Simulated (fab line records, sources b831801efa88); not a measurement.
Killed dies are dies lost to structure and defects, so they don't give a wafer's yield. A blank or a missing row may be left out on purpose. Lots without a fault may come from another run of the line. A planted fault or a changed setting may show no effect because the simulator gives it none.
Problem report in the 8D (eight disciplines) form, filled by code | flow sky130 | the parts of the form that need people (team, actions taken, sign-off) are left out

1. THE PROBLEM
cd_nm at SKY_FIELD_ISO_CD_MEAS_13 reads a mean of 93.7 nm on 3 wafers of 2 lots; wafers without a fault read 149.8 nm with a standard deviation of 1.4. That is -40 standard deviations from the usual mean.
The step: target cd 150 nm.
First seen on wafer L777.6, day 4 08:47, on cd_sem-01. The record holds 36 wafers of 12 lots with a number at this step. Rule for "out", or "out of limits": more than 4 standard deviations from the usual mean. The other wafers with a number count as sound.

2. WHAT IT IS AND WHAT IT IS NOT
question                    | is                     | is not
which readings at this step | cd_nm                  | -
which lots                  | L777, L780             | L767, L768, L769, L770, L771, L772, L773, L775, L788, L790
which wafers of those lots  | L777.6, L780.2, L780.6 | L777.1, L777.4, L780.4
read on which gauges        | cd_sem-01              | cd_sem-02
when                        | from day 4 08:47       | up to then (26 sound wafers); but 7 sound wafers of L780, L788, L790 came after

3. SUSPECTS, AND WHAT RULES EACH OUT
Counting: a tool at a process step up to the reading stays a suspect if it ran every lot that is out. Sound lots after the first of them don't rule it out here, since some wafers of a struck lot are sound.
- the gauge at SKY_FIELD_ISO_CD_MEAS_13: ruled out. All the wafers that are out were read on cd_sem-01, but those of them that SKY_PAD_OPEN_PROBE_99 has rows for are out there too, on other tools.
- krf_scanner-01 at SKY_FIELD_ISO_EXPOSE_10 (exposes mask FOM, target cd 150 nm): kept. It ran every lot that is out, first L777 (day 4 00:40); its last sound lot up to then is L775 (day 3 14:46).
Left after counting: krf_scanner-01 at SKY_FIELD_ISO_EXPOSE_10.

4. THE CAUSE (what the simulator had put in)
Process parameter drift: krf_scanner-01, from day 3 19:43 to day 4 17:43, at SKY_FIELD_ISO_EXPOSE_10. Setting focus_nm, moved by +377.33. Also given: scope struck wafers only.
Counting left only this tool.

5. THE CHAIN OF EFFECTS, in route order
Each row: a reading whose mean over the struck wafers that have a number lies more than 3 standard deviations from the usual. Only readings for which the record gives a usual standard deviation are gone through. hours: the time from each lot's start at the first step in this table that gives one to its start at this step, as a median over the lots. sigmas: the change in usual standard deviations.
hours | step                     | reading             | usual    | on struck wafers | change | sigmas
0     | SKY_FIELD_ISO_CD_MEAS_13 | cd_nm               | 149.8 nm | 93.7             | -56.1  | -40
1059  | SKY_PAD_OPEN_PROBE_99    | killed_at_front_end | 15       | 426              | +411   | +96
1059  | SKY_PAD_OPEN_PROBE_99    | killed_dies         | 87       | 492              | +405   | +40
1059  | SKY_PAD_OPEN_PROBE_99    | killed_on_rim       | 17       | 96               | +79    | +20
The process steps in it:
- SKY_PAD_OPEN_PROBE_99

6. WHAT WOULD HAVE CAUGHT IT SOONER
In this record the first reading out of limits at a measuring or inspecting step was taken at day 4 08:47, 13 hours after the fault began at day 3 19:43.
Of the tool readings at SKY_FIELD_ISO_EXPOSE_10 for which the record gives a usual standard deviation, none was out on any struck wafer, so an alarm limit of 4 standard deviations on them would not have fired.
Of the lots that are out (2), L780 began SKY_FIELD_ISO_EXPOSE_10 on krf_scanner-01 after day 4 08:47. A hold on the tool at that time would have spared it.
